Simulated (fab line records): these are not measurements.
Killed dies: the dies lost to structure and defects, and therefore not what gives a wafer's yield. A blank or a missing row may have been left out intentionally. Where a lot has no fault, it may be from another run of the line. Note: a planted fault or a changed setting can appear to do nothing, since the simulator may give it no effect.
fab line records -- flow sfq-line
record: lots: 5, wafers: 27
route steps=325 shown I4@174 M5@205 A5B@209 I5@236 I6@277 I7@296
start-h: the number of hours between the record's first day and the start of the first shown wafer of the lot -- wait-h: hours elapsed since this lot's preceding step -- " unchanged from the row above -- L1.1+2: a single row standing in for several wafers -- - no value, or no start given -- * or withheld: withheld -- < > ~ a bound
route shown NAME@n: a module of which the file shows steps, and the number in the route of the first -- usual: the fault-free wafers' mean and standard deviation -- same: alike in all rows -- chamber/n: place in a boat -- sites: per-site readings -- _std_site: their standard deviation -- _edge_site: the outer-site mean with the inner-site mean subtracted -- radius-mm: for every site, how far away it sits from the centre of the wafer -- mask NAME#n: copy n -- behind: the tool/chamber that last shaped the wafer -- hold: why the lot went on hold/how many hours it stayed there/how the hold came to an end -- device: transistor that didn't switch, given as n, p or np -- end of line: the tests these same wafers got at the end of their route -- a step given without rows: its recipe and nothing more -- killed: the dies lost at the first sort to structure and to defects; this is not the yield of the wafer -- map: shows each die of a wafer: x if killed, . if not, _ if none is there
set.NAME: setting as actually run; set.NAME@STEP: the setting as run at that earlier step -- model.NAME: the simulator's own value behind a step, which no gauge read
lots run with intentionally changed settings; tables by step, rows by wafer
== steps ==
step: SFQ_TRILAYER_I4_VIA_BARC_OPEN_VIA_ETCH_146
recipe: mask-material: PR, chemistry: O2, target-depth-nm: 125, target: BARC, source-w: 500, bias-w: 80, pressure-mtorr: 30, time-s: 41.7
usual: oes-product-au: 0.685/0.0046
lot.wafer,tool,chamber,start-h,wait-h,set.time-s,oes-product-au,model.KrF_of_TRILAYER_I4_VIA_LITHO_COAT_103.thk-nm
L074.3,rie-diel-04,0,1170.99,0.0,41.7,0.690,573.9
L074.5,rie-diel-04,2,1170.99,0.0,41.7,0.688,570.2
L074.6,rie-diel-04,1,1170.99,0.0,41.7,0.686,575.6
L076.1,rie-diel-03,2,1181.92,0.0,56.81,0.649,552.8
L076.2,rie-diel-03,3,1181.92,0.0,41.7,0.685,574.3
L076.3,rie-diel-03,0,1181.92,0.0,56.81,0.652,554.4
L076.4,rie-diel-03,1,1181.92,0.0,41.7,0.689,572.8
L076.5,rie-diel-03,0,1181.92,0.0,41.7,0.692,571.8
L076.6,rie-diel-03,3,1181.92,0.0,56.81,0.644,555.2
L077.1,rie-diel-03,0,1204.72,0.0,41.7,0.688,576.6
L077.2,rie-diel-03,1,1204.72,0.0,41.7,0.687,577.1
L077.3,rie-diel-03,2,1204.72,0.0,41.7,0.680,573.7
L077.4,rie-diel-03,3,1204.72,0.0,54.5,0.651,561.4
L077.5,rie-diel-03,0,1204.72,0.0,54.5,0.657,560.7
L077.6,rie-diel-03,3,1204.72,0.0,54.5,0.651,559.8
L081.1,rie-diel-04,0,1237.61,0.0,41.7,0.675,573.3
L081.2,rie-diel-04,2,1237.61,0.0,41.7,0.676,573
L081.3,rie-diel-04,3,1237.61,0.0,41.7,0.686,573.9
L081.4,rie-diel-04,1,1237.61,0.0,41.7,0.685,571.9
L081.5,rie-diel-04,2,1237.61,0.0,41.7,0.680,572.7
L081.6,rie-diel-04,1,1237.61,0.0,41.7,0.690,571.5
L084.1,rie-diel-02,0,1298.96,0.0,41.7,0.681,572.2
L084.2,rie-diel-02,2,1298.96,0.0,57.52,0.655,552.6
L084.3,rie-diel-02,1,1298.96,0.0,57.52,0.648,554.5
L084.4,rie-diel-02,0,1298.96,0.0,41.7,0.686,573.6
L084.5,rie-diel-02,2,1298.96,0.0,57.52,0.660,554
L084.6,rie-diel-02,1,1298.96,0.0,41.7,0.688,574.2
step: SFQ_TRILAYER_M5_BARC_OPEN_METAL_ETCH_161
recipe: mask-material: PR, chemistry: O2, target-depth-nm: 125, target: BARC, icp-w: 600, bias-w: 80, pressure-mtorr: 10, time-s: 41.7
usual: oes-product-au: 0.685/0.0049
lot.wafer,tool,chamber,start-h,wait-h,set.time-s,oes-product-au,model.KrF_of_TRILAYER_M5_LITHO_COAT_123.thk-nm
L074.3,rie-metal-03,0,1295.51,0.0,41.7,0.691,518.2
L074.5,rie-metal-03,1,1295.51,0.0,41.7,0.688,521.3
L074.6,rie-metal-03,0,1295.51,0.0,41.7,0.682,519.2
L076.1,rie-metal-02,0,1316.64,0.0,41.7,0.686,522.3
L076.2,rie-metal-02,1,1316.64,0.0,41.7,0.688,521.6
L076.3,rie-metal-02,1,1316.64,0.0,41.7,0.679,522.1
L076.4,rie-metal-02,0,1316.64,0.0,41.7,0.674,523.5
L076.5,rie-metal-02,0,1316.64,0.0,41.7,0.691,523.5
L076.6,rie-metal-02,1,1316.64,0.0,41.7,0.687,523.3
L077.1,rie-metal-02,1,1430.43,0.0,41.7,0.691,523
L077.2,rie-metal-02,0,1430.43,0.0,41.7,0.693,521.9
L077.3,rie-metal-02,0,1430.43,0.0,41.7,0.689,524.3
L077.4,rie-metal-02,1,1430.43,0.0,41.7,0.685,521
L077.5,rie-metal-02,1,1430.43,0.0,41.7,0.682,523
L077.6,rie-metal-02,0,1430.43,0.0,41.7,0.698,521.7
L081.1,rie-metal-03,1,1460.63,0.0,28.48,0.836,536.6
L081.2,rie-metal-03,0,1460.63,0.0,41.7,0.687,520.3
L081.3,rie-metal-03,0,1460.63,0.0,28.48,0.831,536.9
L081.4,rie-metal-03,1,1460.63,0.0,41.7,0.697,523.3
L081.5,rie-metal-03,1,1460.63,0.0,28.48,0.832,538.3
L081.6,rie-metal-03,0,1460.63,0.0,41.7,0.684,520.7
L084.1,rie-metal-04,1,1519.63,0.0,27.81,0.834,537
L084.2,rie-metal-04,0,1519.63,0.0,41.7,0.680,518.9
L084.3,rie-metal-04,0,1519.63,0.0,41.7,0.686,519.8
L084.4,rie-metal-04,1,1519.63,0.0,41.7,0.683,518.1
L084.5,rie-metal-04,1,1519.63,0.0,27.81,0.837,537.8
L084.6,rie-metal-04,0,1519.63,0.0,27.81,0.840,536.5
step: SFQ_TRILAYER_M5_ETCH_METAL_ETCH_126
recipe: target: Nb, stop-on: SiO2, mask-material: PR, over-etch-frac: 0.15, time-s: 203.2, chemistry: Cl2/BCl3, target-depth-nm: 265, icp-w: 600, bias-w: 80, pressure-mtorr: 10
lot.wafer,tool,chamber,start-h,wait-h,set.time-s@TRILAYER_M5_BARC_OPEN_METAL_ETCH_161,model.KrF_of_TRILAYER_M5_LITHO_COAT_123.thk-nm
L074.3,rie-metal-03,0,1295.61,0.1,41.7,359.6
L074.5,rie-metal-03,1,1295.61,0.1,41.7,367.6
L074.6,rie-metal-03,0,1295.61,0.1,41.7,362.1
L076.1,rie-metal-02,0,1316.70,0.0,41.7,366.3
L076.2,rie-metal-02,1,1316.70,0.0,41.7,367.7
L076.3,rie-metal-02,1,1316.70,0.0,41.7,369.2
L076.4,rie-metal-02,0,1316.70,0.0,41.7,369.4
L076.5,rie-metal-02,0,1316.70,0.0,41.7,369.1
L076.6,rie-metal-02,1,1316.70,0.0,41.7,370.4
L077.1,rie-metal-02,1,1430.51,0.1,41.7,365.8
L077.2,rie-metal-02,0,1430.51,0.1,41.7,366.1
L077.3,rie-metal-02,0,1430.51,0.1,41.7,368.2
L077.4,rie-metal-02,1,1430.51,0.1,41.7,364.3
L077.5,rie-metal-02,1,1430.51,0.1,41.7,366.8
L077.6,rie-metal-02,0,1430.51,0.1,41.7,367.6
L081.1,rie-metal-03,1,1460.69,0.0,28.48,386.9
L081.2,rie-metal-03,0,1460.69,0.0,41.7,366.8
L081.3,rie-metal-03,0,1460.69,0.0,28.48,383.1
L081.4,rie-metal-03,1,1460.69,0.0,41.7,374.5
L081.5,rie-metal-03,1,1460.69,0.0,28.48,389.1
L081.6,rie-metal-03,0,1460.69,0.0,41.7,367
L084.1,rie-metal-04,1,1519.69,0.0,27.81,384.8
L084.2,rie-metal-04,0,1519.69,0.0,41.7,366.6
L084.3,rie-metal-04,0,1519.69,0.0,41.7,369.1
L084.4,rie-metal-04,1,1519.69,0.0,41.7,364.6
L084.5,rie-metal-04,1,1519.69,0.0,27.81,384.7
L084.6,rie-metal-04,0,1519.69,0.0,27.81,385.9
step: SFQ_TRILAYER_A5B_DEP_PECVD_129
recipe: material: SiO2, temp-c: 150, time-s: 133.33, pressure-torr: 2.4, rf-w: 183.3, precursor: SiH4/N2O, target-thk-nm: 600
lot.wafer,tool,chamber,start-h,wait-h,set.time-s,model.SiO2_of_TRILAYER_A5B_DEP_PECVD_129.thk-nm
L074.3,pecvd-01,0,1296.52,0.0,133.33,602.2
L074.5,pecvd-01,1,1296.52,0.0,133.33,602.5
L074.6,pecvd-01,2,1296.52,0.0,133.33,600.2
L076.1,pecvd-02,0,1317.67,0.0,133.33,598.9
L076.2,pecvd-02,2,1317.67,0.0,133.33,600
L076.3,pecvd-02,1,1317.67,0.0,212.1,951.4
L076.4,pecvd-02,2,1317.67,0.0,212.1,967.7
L076.5,pecvd-02,0,1317.67,0.0,212.1,954.6
L076.6,pecvd-02,1,1317.67,0.0,133.33,611.4
L077.1,pecvd-03,1,1431.74,0.0,133.33,585.4
L077.2,pecvd-03,0,1431.74,0.0,162.2,721.8
L077.3,pecvd-03,2,1431.74,0.0,162.2,723.8
L077.4,pecvd-03,0,1431.74,0.0,162.2,724.7
L077.5,pecvd-03,2,1431.74,0.0,133.33,598.5
L077.6,pecvd-03,1,1431.74,0.0,133.33,595.7
L081.1,pecvd-01,1,1461.66,0.0,66.57,298.4
L081.2,pecvd-01,0,1461.66,0.0,66.57,301.4
L081.3,pecvd-01,1,1461.66,0.0,133.33,610.4
L081.4,pecvd-01,0,1461.66,0.0,133.33,600.9
L081.5,pecvd-01,1,1461.66,0.0,66.57,312.5
L081.6,pecvd-01,0,1461.66,0.0,133.33,607.7
L084.1,pecvd-02,2,1520.66,0.0,133.33,602.8
L084.2,pecvd-02,1,1520.66,0.0,169.6,766.2
L084.3,pecvd-02,0,1520.66,0.0,133.33,608.1
L084.4,pecvd-02,1,1520.66,0.0,169.6,770.5
L084.5,pecvd-02,2,1520.66,0.0,133.33,608.3
L084.6,pecvd-02,0,1520.66,0.0,169.6,777
step: SFQ_TRILAYER_I5_BARC_OPEN_VIA_ETCH_200
recipe: mask-material: PR, chemistry: O2, target-depth-nm: 125, target: BARC, source-w: 500, bias-w: 80, pressure-mtorr: 30, time-s: 41.7
usual: oes-product-au: 0.685/0.0049
lot.wafer,tool,chamber,start-h,wait-h,set.time-s,oes-product-au,model.KrF_of_TRILAYER_I5_LITHO_COAT_144.thk-nm
L074.3,rie-diel-03,0,1511.23,0.0,41.7,0.683,575.4
L074.5,rie-diel-03,0,1511.23,0.0,41.7,0.692,575.3
L074.6,rie-diel-03,1,1511.23,0.0,41.7,0.695,576.9
L076.1,rie-diel-03,2,1516.03,0.0,41.7,0.686,574
L076.2,rie-diel-03,1,1516.03,0.0,41.7,0.686,575.2
L076.3,rie-diel-03,0,1516.03,0.0,33.36,0.769,586.3
L076.4,rie-diel-03,1,1516.03,0.0,33.36,0.765,587.1
L076.5,rie-diel-03,0,1516.03,0.0,41.7,0.691,574
L076.6,rie-diel-03,2,1516.03,0.0,33.36,0.764,585.3
L077.1,rie-diel-02,3,1560.53,0.0,41.7,0.681,573.4
L077.2,rie-diel-02,2,1560.53,0.0,41.7,0.693,574.3
L077.3,rie-diel-02,0,1560.53,0.0,41.7,0.690,572.2
L077.4,rie-diel-02,1,1560.53,0.0,41.7,0.687,574.5
L077.5,rie-diel-02,0,1560.53,0.0,41.7,0.693,572.6
L077.6,rie-diel-02,3,1560.53,0.0,41.7,0.687,574.6
L081.1,rie-diel-03,0,1670.28,0.0,22.9,0.941,599.2
L081.2,rie-diel-03,1,1670.28,0.0,41.7,0.696,577.5
L081.3,rie-diel-03,2,1670.28,0.0,41.7,0.680,575.6
L081.4,rie-diel-03,3,1670.28,0.0,41.7,0.690,574
L081.5,rie-diel-03,0,1670.28,0.0,22.9,0.946,597.5
L081.6,rie-diel-03,1,1670.28,0.0,22.9,0.934,599.4
L084.1,rie-diel-01,1,1701.48,0.0,41.7,0.689,571.3
L084.2,rie-diel-01,3,1701.48,0.0,41.7,0.681,572
L084.3,rie-diel-01,2,1701.48,0.0,41.7,0.694,572.5
L084.4,rie-diel-01,0,1701.48,0.0,41.7,0.683,571.9
L084.5,rie-diel-01,2,1701.48,0.0,41.7,0.680,572.6
L084.6,rie-diel-01,3,1701.48,0.0,41.7,0.684,570.7
step: SFQ_TRILAYER_I6_VIA_BARC_OPEN_VIA_ETCH_235
recipe: mask-material: PR, chemistry: O2, target-depth-nm: 125, target: BARC, source-w: 500, bias-w: 80, pressure-mtorr: 30, time-s: 41.7
usual: oes-product-au: 0.687/0.0048
lot.wafer,tool,chamber,start-h,wait-h,set.time-s,oes-product-au,model.KrF_of_TRILAYER_I6_VIA_LITHO_COAT_169.thk-nm
L074.3,rie-diel-04,3,1578.81,0.0,41.7,0.685,574.2
L074.5,rie-diel-04,2,1578.81,0.0,41.7,0.681,572.5
L074.6,rie-diel-04,3,1578.81,0.0,41.7,0.686,571.6
L076.1,rie-diel-03,2,1586.01,0.0,41.7,0.684,572.8
L076.2,rie-diel-03,0,1586.01,0.0,60.02,0.652,548.9
L076.3,rie-diel-03,1,1586.01,0.0,41.7,0.685,572.6
L076.4,rie-diel-03,2,1586.01,0.0,41.7,0.688,573.9
L076.5,rie-diel-03,0,1586.01,0.0,60.02,0.645,549.7
L076.6,rie-diel-03,1,1586.01,0.0,60.02,0.650,550.1
L077.1,rie-diel-01,0,1643.56,0.0,31.6,0.782,582.8
L077.2,rie-diel-01,3,1643.56,0.0,41.7,0.681,573.1
L077.3,rie-diel-01,1,1643.56,0.0,41.7,0.687,573.4
L077.4,rie-diel-01,2,1643.56,0.0,31.6,0.796,585.8
L077.5,rie-diel-01,1,1643.56,0.0,41.7,0.686,573
L077.6,rie-diel-01,0,1643.56,0.0,31.6,0.783,584.7
L081.1,rie-diel-01,2,1727.72,0.0,41.7,0.690,574.7
L081.2,rie-diel-01,3,1727.72,0.0,31.99,0.776,586.8
L081.3,rie-diel-01,1,1727.72,0.0,31.99,0.786,588.6
L081.4,rie-diel-01,0,1727.72,0.0,41.7,0.690,573.8
L081.5,rie-diel-01,2,1727.72,0.0,31.99,0.779,587.3
L081.6,rie-diel-01,3,1727.72,0.0,41.7,0.694,576
L084.1,rie-diel-01,0,1867.25,0.0,41.7,0.684,573.6
L084.2,rie-diel-01,3,1867.25,0.0,53.34,0.658,555
L084.3,rie-diel-01,2,1867.25,0.0,41.7,0.685,570.8
L084.4,rie-diel-01,0,1867.25,0.0,53.34,0.658,557.7
L084.5,rie-diel-01,2,1867.25,0.0,53.34,0.653,558.3
L084.6,rie-diel-01,3,1867.25,0.0,41.7,0.684,570.3
step: SFQ_TRILAYER_I6_VIA_ETCH_VIA_ETCH_172
recipe: target: SiO2, stop-on: Nb, mask-material: PR, taper-deg: 20, chemistry: CHF3, target-depth-nm: 260, source-w: 500, bias-w: 77.88, pressure-mtorr: 30, time-s: withheld
lot.wafer,tool,chamber,start-h,wait-h,set.time-s@TRILAYER_I6_VIA_BARC_OPEN_VIA_ETCH_235,model.KrF_of_TRILAYER_I6_VIA_LITHO_COAT_169.thk-nm
L074.3,rie-diel-04,3,1578.85,0.0,*,530.6
L074.5,rie-diel-04,2,1578.85,0.0,*,527.7
L074.6,rie-diel-04,3,1578.85,0.0,*,528.4
L076.1,rie-diel-03,2,1586.05,0.0,*,528.4
L076.2,rie-diel-03,0,1586.05,0.0,*,504.1
L076.3,rie-diel-03,1,1586.05,0.0,*,528.7
L076.4,rie-diel-03,2,1586.05,0.0,*,529.7
L076.5,rie-diel-03,0,1586.05,0.0,*,505.5
L076.6,rie-diel-03,1,1586.05,0.0,*,506.3
L077.1,rie-diel-01,0,1643.60,0.0,*,538.2
L077.2,rie-diel-01,3,1643.60,0.0,*,528
L077.3+5,rie-diel-01,1,1643.60,0.0,*,529.5
L077.4,rie-diel-01,2,1643.60,0.0,*,542.2
L077.6,rie-diel-01,0,1643.60,0.0,*,540.4
L081.1,rie-diel-01,2,1727.76,0.0,*,531
L081.2,rie-diel-01,3,1727.76,0.0,*,543
L081.3,rie-diel-01,1,1727.76,0.0,*,544.7
L081.4,rie-diel-01,0,1727.76,0.0,*,529.4
L081.5,rie-diel-01,2,1727.76,0.0,*,544
L081.6,rie-diel-01,3,1727.76,0.0,*,531.9
L084.1,rie-diel-01,0,1867.29,0.0,*,530.8
L084.2,rie-diel-01,3,1867.29,0.0,*,510.8
L084.3,rie-diel-01,2,1867.29,0.0,*,527.4
L084.4,rie-diel-01,0,1867.29,0.0,*,515
L084.5,rie-diel-01,2,1867.29,0.0,*,514.9
L084.6,rie-diel-01,3,1867.29,0.0,*,526.2
step: SFQ_TRILAYER_I7_DEP_PECVD_183
recipe: material: SiO2, temp-c: 150, time-s: 111.11, pressure-torr: 2.4, rf-w: 183.3, precursor: SiH4/N2O, target-thk-nm: 500
lot.wafer,tool,chamber,start-h,wait-h,set.time-s,model.SiO2_of_TRILAYER_I7_DEP_PECVD_183.thk-nm
L074.3,pecvd-03,2,1604.62,0.0,111.11,498.4
L074.5,pecvd-03,0,1604.62,0.0,111.11,514.5
L074.6,pecvd-03,2,1604.62,0.0,111.11,505.7
L076.1,pecvd-04,0,1615.31,0.0,111.11,492.6
L076.2,pecvd-04,2,1615.31,0.0,111.11,496.1
L076.3,pecvd-04,2,1615.31,0.0,111.11,504.5
L076.4,pecvd-04,0,1615.31,0.0,111.11,491.5
L076.5,pecvd-04,0,1615.31,0.0,111.11,496
L076.6,pecvd-04,2,1615.31,0.0,111.11,501.4
L077.1,pecvd-04,2,1652.52,0.0,111.11,501.4
L077.2,pecvd-04,1,1652.52,0.0,159.7,718.6
L077.3,pecvd-04,0,1652.52,0.0,111.11,494.4
L077.4,pecvd-04,1,1652.52,0.0,159.7,736.9
L077.5,pecvd-04,2,1652.52,0.0,111.11,510.2
L077.6,pecvd-04,0,1652.52,0.0,159.7,723.3
L081.1,pecvd-04,1,1732.32,0.0,64.94,292.5
L081.2,pecvd-04,0,1732.32,0.0,111.11,488.3
L081.3,pecvd-04,2,1732.32,0.0,64.94,286.1
L081.4,pecvd-04,0,1732.32,0.0,64.94,286
L081.5,pecvd-04,1,1732.32,0.0,111.11,504.7
L081.6,pecvd-04,2,1732.32,0.0,111.11,498.5
L084.1,pecvd-04,1,1874.63,0.0,111.11,498.4
L084.2,pecvd-04,2,1874.63,0.0,111.11,493.1
L084.3,pecvd-04,0,1874.63,0.0,44.92,201
L084.4,pecvd-04,2,1874.63,0.0,44.92,198.6
L084.5,pecvd-04,1,1874.63,0.0,111.11,509.2
L084.6,pecvd-04,0,1874.63,0.0,44.92,201.1
step: SFQ_TRILAYER_I7_VIA_BARC_OPEN_VIA_ETCH_260
recipe: mask-material: PR, chemistry: O2, target-depth-nm: 125, target: BARC, source-w: 500, bias-w: 80, pressure-mtorr: 30, time-s: 41.7
usual: oes-product-au: 0.684/0.0048
lot.wafer,tool,chamber,start-h,wait-h,set.time-s,oes-product-au,model.KrF_of_TRILAYER_I7_VIA_LITHO_COAT_187.thk-nm
L074.3,rie-diel-03,1,1639.96,0.0,41.7,0.674,579.2
L074.5,rie-diel-03,0,1639.96,0.0,41.7,0.686,578.3
L074.6,rie-diel-03,3,1639.96,0.0,41.7,0.676,579.1
L076.1,rie-diel-02,1,1651.96,0.0,41.7,0.683,576.5
L076.2,rie-diel-02,3,1651.96,0.0,41.7,0.687,576.7
L076.3,rie-diel-02,2,1651.96,0.0,41.7,0.683,574
L076.4,rie-diel-02,0,1651.96,0.0,41.7,0.685,573.2
L076.5,rie-diel-02,0,1651.96,0.0,41.7,0.688,576.1
L076.6,rie-diel-02,1,1651.96,0.0,41.7,0.686,576.1
L077.1,rie-diel-04,1,1690.60,0.0,63.32,0.645,547.9
L077.2,rie-diel-04,0,1690.60,0.0,63.32,0.645,548.8
L077.3,rie-diel-04,3,1690.60,0.0,41.7,0.685,575.8
L077.4,rie-diel-04,2,1690.60,0.0,41.7,0.682,573.6
L077.5,rie-diel-04,2,1690.60,0.0,41.7,0.692,572.7
L077.6,rie-diel-04,3,1690.60,0.0,63.32,0.638,549.1
L081.1,rie-diel-02,3,1740.97,0.0,22.75,0.944,600.5
L081.2,rie-diel-02,0,1740.97,0.0,22.75,0.941,599.5
L081.3,rie-diel-02,2,1740.97,0.0,22.75,0.934,599.3
L081.4,rie-diel-02,1,1740.97,0.0,41.7,0.689,577.8
L081.5,rie-diel-02,1,1740.97,0.0,41.7,0.694,576.9
L081.6,rie-diel-02,0,1740.97,0.0,41.7,0.687,576.1
L084.1,rie-diel-02,0,1884.57,0.0,41.7,0.682,574.3
L084.2,rie-diel-02,3,1884.57,0.0,22.19,0.953,595.9
L084.3,rie-diel-02,2,1884.57,0.0,22.19,0.956,600.5
L084.4,rie-diel-02,1,1884.57,0.0,41.7,0.691,572.9
L084.5,rie-diel-02,3,1884.57,0.0,22.19,0.956,599.8
L084.6,rie-diel-02,0,1884.57,0.0,41.7,0.684,573.3
== key ==
split: step: SFQ_TRILAYER_I4_VIA_BARC_OPEN_VIA_ETCH_146, setting: time-s, stated: 41.7, by: wafer
response: step: SFQ_TRILAYER_I4_VIA_BARC_OPEN_VIA_ETCH_146, reading: oes-product-au, change: -0.000979, per: 1%, r: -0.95
response: step: SFQ_TRILAYER_I4_VIA_BARC_OPEN_VIA_ETCH_146, reading: model.KrF_of_TRILAYER_I4_VIA_LITHO_COAT_103.thk-nm, change: -0.511, per: 1%, r: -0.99
split: step: SFQ_TRILAYER_M5_BARC_OPEN_METAL_ETCH_161, setting: time-s, stated: 41.7, by: wafer
response: step: SFQ_TRILAYER_M5_BARC_OPEN_METAL_ETCH_161, reading: oes-product-au, change: -0.00458, per: 1%, r: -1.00
response: step: SFQ_TRILAYER_M5_BARC_OPEN_METAL_ETCH_161, reading: model.KrF_of_TRILAYER_M5_LITHO_COAT_123.thk-nm, change: -0.524, per: 1%, r: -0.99
response: step: SFQ_TRILAYER_M5_ETCH_METAL_ETCH_126, reading: model.KrF_of_TRILAYER_M5_LITHO_COAT_123.thk-nm, change: -0.543, per: 1%, r: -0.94
split: step: SFQ_TRILAYER_A5B_DEP_PECVD_129, setting: time-s, stated: 133.33, by: wafer
response: step: SFQ_TRILAYER_A5B_DEP_PECVD_129, reading: model.SiO2_of_TRILAYER_A5B_DEP_PECVD_129.thk-nm, change: +6.02, per: 1%, r: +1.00
split: step: SFQ_TRILAYER_I5_BARC_OPEN_VIA_ETCH_200, setting: time-s, stated: 41.7, by: wafer
response: step: SFQ_TRILAYER_I5_BARC_OPEN_VIA_ETCH_200, reading: oes-product-au, change: -0.00531, per: 1%, r: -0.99
response: step: SFQ_TRILAYER_I5_BARC_OPEN_VIA_ETCH_200, reading: model.KrF_of_TRILAYER_I5_LITHO_COAT_144.thk-nm, change: -0.524, per: 1%, r: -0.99
split: step: SFQ_TRILAYER_I6_VIA_BARC_OPEN_VIA_ETCH_235, setting: time-s, stated: 41.7, by: wafer
response: step: SFQ_TRILAYER_I6_VIA_BARC_OPEN_VIA_ETCH_235, reading: oes-product-au, shape: bent, at-lowest: 0.787, at-stated: 0.686, at-highest: 0.649
response: step: SFQ_TRILAYER_I6_VIA_BARC_OPEN_VIA_ETCH_235, reading: model.KrF_of_TRILAYER_I6_VIA_LITHO_COAT_169.thk-nm, change: -0.523, per: 1%, r: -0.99
response: step: SFQ_TRILAYER_I6_VIA_ETCH_VIA_ETCH_172, reading: model.KrF_of_TRILAYER_I6_VIA_LITHO_COAT_169.thk-nm, change: -0.527, per: 1%, r: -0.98
split: step: SFQ_TRILAYER_I7_DEP_PECVD_183, setting: time-s, stated: 111.11, by: wafer
response: step: SFQ_TRILAYER_I7_DEP_PECVD_183, reading: model.SiO2_of_TRILAYER_I7_DEP_PECVD_183.thk-nm, change: +5.06, per: 1%, r: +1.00
split: step: SFQ_TRILAYER_I7_VIA_BARC_OPEN_VIA_ETCH_260, setting: time-s, stated: 41.7, by: wafer
response: step: SFQ_TRILAYER_I7_VIA_BARC_OPEN_VIA_ETCH_260, reading: oes-product-au, shape: bent, at-lowest: 0.955, at-stated: 0.685, at-highest: 0.643
response: step: SFQ_TRILAYER_I7_VIA_BARC_OPEN_VIA_ETCH_260, reading: model.KrF_of_TRILAYER_I7_VIA_LITHO_COAT_187.thk-nm, change: -0.51, per: 1%, r: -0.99
